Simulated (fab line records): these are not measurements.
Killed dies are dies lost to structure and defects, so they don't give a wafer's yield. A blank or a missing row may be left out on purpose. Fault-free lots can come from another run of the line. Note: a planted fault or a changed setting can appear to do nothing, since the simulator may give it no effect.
The tool behind it: which one?    flow sky130    72 wafers from 24 lots sampled at 6 of the route's 708 steps

== WHAT EACH GAUGE READ, for each wafer ==
SKY_METAL1_THK_MEAS_06: measures by xrf.
lot   measured      on             METAL1_ALCU_THK (nm)
L074  day 31 15:20  film_metro-02  246.1 244.3 243.8
L075  day 31 22:16  film_metro-03  249.5 245.3 246.7
L076  day 31 22:44  film_metro-04  244.7 244.9 245.3
L077  day 32 13:40  film_metro-02  245.3 246.2 241.7
L080  day 33 23:24  film_metro-02  241.9 247.7 244.1
L079  day 34 02:46  film_metro-02  240.0 241.7 242.2
L078  day 34 03:28  film_metro-03  248.1 247.7 249.8
L081  day 34 08:43  film_metro-02  242.4 245.0 242.5
L083  day 34 15:08  film_metro-03  247.8 245.0 246.5
L082  day 34 15:26  film_metro-04  246.6 243.8 242.9
L084  day 34 18:37  film_metro-04  242.8 238.8 241.8
L085  day 35 10:27  film_metro-04  246.0 245.7 247.4
L086  day 35 17:14  film_metro-02  245.5 244.5 245.1
L087  day 36 00:24  film_metro-04  249.5 244.5 246.7
L088  day 36 04:22  film_metro-02  247.0 243.1 244.5
L089  day 36 11:34  film_metro-04  246.6 245.3 244.3
L090  day 36 18:59  film_metro-03  245.4 243.5 243.0
L091  day 37 02:55  film_metro-03  243.5 248.9 247.4
L092  day 37 12:37  film_metro-03  241.2 242.4 240.4
L094  day 38 02:13  film_metro-04  240.1 238.5 240.9
L093  day 38 02:32  film_metro-04  245.7 245.2 244.2
L095  day 38 21:07  film_metro-03  246.8 245.2 248.0
L096  day 38 22:22  film_metro-02  239.0 239.2 244.9
L097  day 38 22:41  film_metro-03  244.8 241.8 243.4

SKY_VIA2_BOW_MEAS_03.
lot   measured      on             VIA2_BOW (um)
L074  day 35 02:25  film_metro-03  92 101 85
L075  day 35 10:49  film_metro-03  87 77 94
L076  day 35 11:29  film_metro-01  79 77 77
L077  day 36 01:20  film_metro-01  93 84 76
L080  day 37 10:31  film_metro-03  80 85 95
L079  day 37 14:09  film_metro-01  88 76 81
L078  day 37 15:38  film_metro-01  73 67 72
L081  day 37 21:07  film_metro-03  77 77 88
L083  day 38 01:40  film_metro-01  77 74 77
L082  day 38 02:47  film_metro-03  106 93 88
L084  day 38 06:12  film_metro-03  79 81 77
L085  day 38 19:16  film_metro-01  81 86 91
L086  day 39 03:01  film_metro-01  97 85 85
L087  day 39 09:50  film_metro-03  102 97 93
L088  day 39 13:42  film_metro-01  82 82 77
L089  day 39 20:59  film_metro-02  90 85 97
L090  day 40 03:54  film_metro-02  98 93 94
L091  day 40 09:58  film_metro-02  82 89 88
L092  day 40 18:27  film_metro-02  85 80 93
L094  day 41 07:52  film_metro-03  88 79 92
L093  day 41 08:46  film_metro-01  85 91 82
L095  day 42 01:42  film_metro-02  85 87 92
L096  day 42 03:00  film_metro-03  95 85 96
L097  day 42 03:26  film_metro-02  86 97 88

SKY_METAL3_OVL_MEAS_14.
lot   measured      on          METAL3_OVL (nm)
L074  day 38 09:58  overlay-01  -7 -8 1
L075  day 38 17:42  overlay-02  -17 -10 -16
L076  day 38 20:34  overlay-01  -5 -8 -4
L077  day 39 09:13  overlay-01  -1 3 2
L080  day 40 14:52  overlay-01  -12 -10 -13
L079  day 40 19:25  overlay-01  -1 -2 -2
L078  day 40 20:07  overlay-01  10 3 12
L081  day 41 01:46  overlay-02  -1 2 2
L083  day 41 05:03  overlay-02  1 11 -4
L082  day 41 08:19  overlay-02  -6 -1 0
L084  day 41 09:37  overlay-01  11 4 6
L085  day 41 22:31  overlay-02  0 -3 -7
L086  day 42 05:07  overlay-02  1 -7 -5
L087  day 42 12:04  overlay-01  -12 -4 -7
L088  day 42 13:43  overlay-01  -11 0 -5
L089  day 42 21:50  overlay-01  -9 -4 -8
L090  day 43 04:53  overlay-01  -9 -3 -4
L091  day 43 10:39  overlay-01  6 -3 7
L092  day 43 18:04  overlay-02  11 1 9
L094  day 44 07:13  overlay-01  -13 -15 -2
L093  day 44 07:56  overlay-02  10 2 8
L095  day 44 23:06  overlay-01  -16 -13 -12
L096  day 45 00:36  overlay-01  -1 0 -1
L097  day 45 01:20  overlay-01  -10 -5 -6

== EACH LOT AND THE TOOL THAT RAN IT (in order: tool; ch and the chambers of the sampled wafers; start) ==
lot   SKY_CONTACT_SPUTTER_23        SKY_METAL2_SPUTTER_01         SKY_METAL2_ETCH_18
L074  pvd_sputter-01, day 31 14:26  pvd_sputter-01, day 33 23:01  rie_metal-01 ch 0,1, day 35 01:11
L075  pvd_sputter-02, day 31 21:20  pvd_sputter-04, day 34 07:04  rie_metal-01 ch 0,1, day 35 09:29
L076  pvd_sputter-04, day 31 21:49  pvd_sputter-01, day 34 07:25  rie_metal-03 ch 0,1, day 35 10:09
L077  pvd_sputter-02, day 32 12:29  pvd_sputter-01, day 34 21:29  rie_metal-02 ch 0,1, day 36 00:05
L080  pvd_sputter-04, day 33 22:29  pvd_sputter-01, day 36 06:33  rie_metal-02 ch 0,1, day 37 09:17
L079  pvd_sputter-01, day 34 01:50  pvd_sputter-03, day 36 10:24  rie_metal-01 ch 0,1, day 37 12:48
L078  pvd_sputter-04, day 34 02:34  pvd_sputter-04, day 36 11:56  rie_metal-03 ch 0,1, day 37 14:25
L081  pvd_sputter-04, day 34 07:47  pvd_sputter-01, day 36 16:52  rie_metal-01 ch 0, day 37 19:41
L083  pvd_sputter-04, day 34 13:44  pvd_sputter-01, day 36 23:06  rie_metal-01 ch 0,1, day 38 00:26
L082  pvd_sputter-02, day 34 14:25  pvd_sputter-01, day 36 23:26  rie_metal-03 ch 0,1, day 38 01:14
L084  pvd_sputter-04, day 34 17:43  pvd_sputter-03, day 37 02:49  rie_metal-03 ch 0,1, day 38 04:56
L085  pvd_sputter-01, day 35 09:32  pvd_sputter-01, day 37 16:59  rie_metal-01 ch 1, day 38 18:02
L086  pvd_sputter-04, day 35 16:19  pvd_sputter-04, day 38 00:26  rie_metal-01 ch 0,1, day 39 01:46
L087  pvd_sputter-04, day 35 23:29  pvd_sputter-01, day 38 06:59  rie_metal-01 ch 0, day 39 08:35
L088  pvd_sputter-01, day 36 03:27  pvd_sputter-03, day 38 10:07  rie_metal-01 ch 0,1, day 39 12:27
L089  pvd_sputter-04, day 36 10:39  pvd_sputter-01, day 38 18:08  rie_metal-03 ch 0,1, day 39 19:35
L090  pvd_sputter-02, day 36 18:02  pvd_sputter-01, day 39 01:13  rie_metal-02 ch 0,1, day 40 02:38
L091  pvd_sputter-04, day 37 01:59  pvd_sputter-01, day 39 07:53  rie_metal-01 ch 0,1, day 40 08:44
L092  pvd_sputter-02, day 37 11:41  pvd_sputter-01, day 39 17:13  rie_metal-01 ch 0,1, day 40 17:08
L094  pvd_sputter-02, day 38 01:13  pvd_sputter-03, day 40 06:20  rie_metal-01 ch 0,1, day 41 06:38
L093  pvd_sputter-01, day 38 01:32  pvd_sputter-03, day 40 07:16  rie_metal-01 ch 0,1, day 41 07:31
L095  pvd_sputter-04, day 38 20:11  pvd_sputter-03, day 41 00:20  rie_metal-01 ch 0,1, day 42 00:26
L096  pvd_sputter-02, day 38 21:27  pvd_sputter-03, day 41 01:59  rie_metal-03 ch 0,1, day 42 01:46
L097  pvd_sputter-04, day 38 21:45  pvd_sputter-04, day 41 02:14  rie_metal-02 ch 0,1, day 42 02:06
- SKY_CONTACT_SPUTTER_23: material TiN, target thk 20 nm, time 80 s.
- SKY_METAL2_SPUTTER_01: material TiN, target thk 20 nm, time 16.7 s.
- SKY_METAL2_ETCH_18: etches BARC in N2/H2, stops on SiO2, time 45.9 s, target depth 60 nm.

== AS READ BY THE TOOLS THEMSELVES (means over the sampled wafers that have a number; for cases with no such wafer, the mark the record gives instead) ==
SKY_CONTACT_SPUTTER_23.
lot   tool            chamber_pressure_pa (Pa)  throttle_valve_pct (%)
L074  pvd_sputter-01  4.992                     29.2
L075  pvd_sputter-02  5.004                     29.7
L076  pvd_sputter-04  5.009                     30.2
L077  pvd_sputter-02  5.007                     30.1
L080  pvd_sputter-04  5.005                     29.8
L079  pvd_sputter-01  4.998                     29.8
L078  pvd_sputter-04  5.001                     29.7
L081  pvd_sputter-04  4.990                     30.7
L083  pvd_sputter-04  4.997                     30.3
L082  pvd_sputter-02  5.016                     30.1
L084  pvd_sputter-04  5.003                     30.3
L085  pvd_sputter-01  5.000                     29.2
L086  pvd_sputter-04  5.005                     30.0
L087  pvd_sputter-04  4.997                     29.8
L088  pvd_sputter-01  4.990                     29.3
L089  pvd_sputter-04  5.006                     30.2
L090  pvd_sputter-02  4.997                     29.7
L091  pvd_sputter-04  4.987                     30.2
L092  pvd_sputter-02  4.998                     29.7
L094  pvd_sputter-02  5.001                     29.9
L093  pvd_sputter-01  5.009                     29.3
L095  pvd_sputter-04  4.994                     30.4
L096  pvd_sputter-02  4.989                     30.2
L097  pvd_sputter-04  5.009                     30.0

SKY_METAL2_SPUTTER_01.
lot   tool            chamber_pressure_pa (Pa)  throttle_valve_pct (%)
L074  pvd_sputter-01  0.3999                    28.5
L075  pvd_sputter-04  0.4003                    30.4
L076  pvd_sputter-01  0.4008                    29.2
L077  pvd_sputter-01  0.4000                    29.1
L080  pvd_sputter-01  0.3990                    29.4
L079  pvd_sputter-03  0.4001                    30.1
L078  pvd_sputter-04  0.3994                    30.3
L081  pvd_sputter-01  0.4001                    29.4
L083  pvd_sputter-01  0.4008                    29.2
L082  pvd_sputter-01  0.3993                    28.4
L084  pvd_sputter-03  0.4006                    28.5
L085  pvd_sputter-01  0.4000                    29.3
L086  pvd_sputter-04  0.4002                    30.7
L087  pvd_sputter-01  0.3997                    28.6
L088  pvd_sputter-03  0.4001                    28.8
L089  pvd_sputter-01  0.3999                    29.2
L090  pvd_sputter-01  0.4000                    29.2
L091  pvd_sputter-01  0.4000                    29.3
L092  pvd_sputter-01  0.3997                    29.3
L094  pvd_sputter-03  0.4012                    29.9
L093  pvd_sputter-03  0.4011                    29.8
L095  pvd_sputter-03  0.4000                    29.4
L096  pvd_sputter-03  0.4002                    28.2
L097  pvd_sputter-04  0.4003                    29.7

SKY_METAL2_ETCH_18.
lot   tool          drypump_motor_current_A (A)  oes_product_au (a.u.)  throttle_valve_pct (%)
L074  rie_metal-01  5.7                          0.859                  13.227
L075  rie_metal-01  5.7                          0.851                  13.224
L076  rie_metal-03  5.7                          0.856                  13.218
L077  rie_metal-02  5.9                          0.853                  13.231
L080  rie_metal-02  5.9                          0.855                  13.220
L079  rie_metal-01  5.4                          0.860                  13.221
L078  rie_metal-03  5.7                          0.854                  13.225
L081  rie_metal-01  5.2                          0.851                  13.222
L083  rie_metal-01  5.7                          0.859                  13.231
L082  rie_metal-03  5.7                          0.857                  13.223
L084  rie_metal-03  5.7                          0.856                  13.218
L085  rie_metal-01  6.0                          0.855                  13.221
L086  rie_metal-01  5.5                          0.853                  13.229
L087  rie_metal-01  5.2                          0.855                  13.235
L088  rie_metal-01  5.7                          0.858                  13.225
L089  rie_metal-03  5.7                          0.851                  13.222
L090  rie_metal-02  5.9                          0.855                  13.236
L091  rie_metal-01  5.5                          0.854                  13.220
L092  rie_metal-01  5.4                          0.857                  13.228
L094  rie_metal-01  5.7                          0.858                  13.225
L093  rie_metal-01  5.4                          0.853                  13.218
L095  rie_metal-01  5.7                          0.852                  13.221
L096  rie_metal-03  5.7                          0.854                  13.230
L097  rie_metal-02  5.9                          0.846                  13.221

== THE ANSWER, worked out from the rows above alone ==
Rule: the usual values come from the lots themselves. Put in order of their means at a reading, lots are off if they are a third of the lots or fewer, leave a main group of 4 or more, and stand apart from it by a gap of 3 or more times the standard deviation of the main group's means; of several such gaps the widest counts. If all means in a main group match to the digits the tables above print for the reading, that group is not used. A lot without any number at a reading at which 4 lots or more have one is off too. The other lots that the step has rows for count as sound. Order of review: gauges by route order, followed by the tools' own readings, for which a lot's mean as printed above is used. At the first step where some lot is off, the reading lying furthest off is the one used; lots without a number count as furthest.
Nothing can be told from this: no lot is off at any reading shown.

== WHAT WAS PUT IN BY THE SIMULATOR ==
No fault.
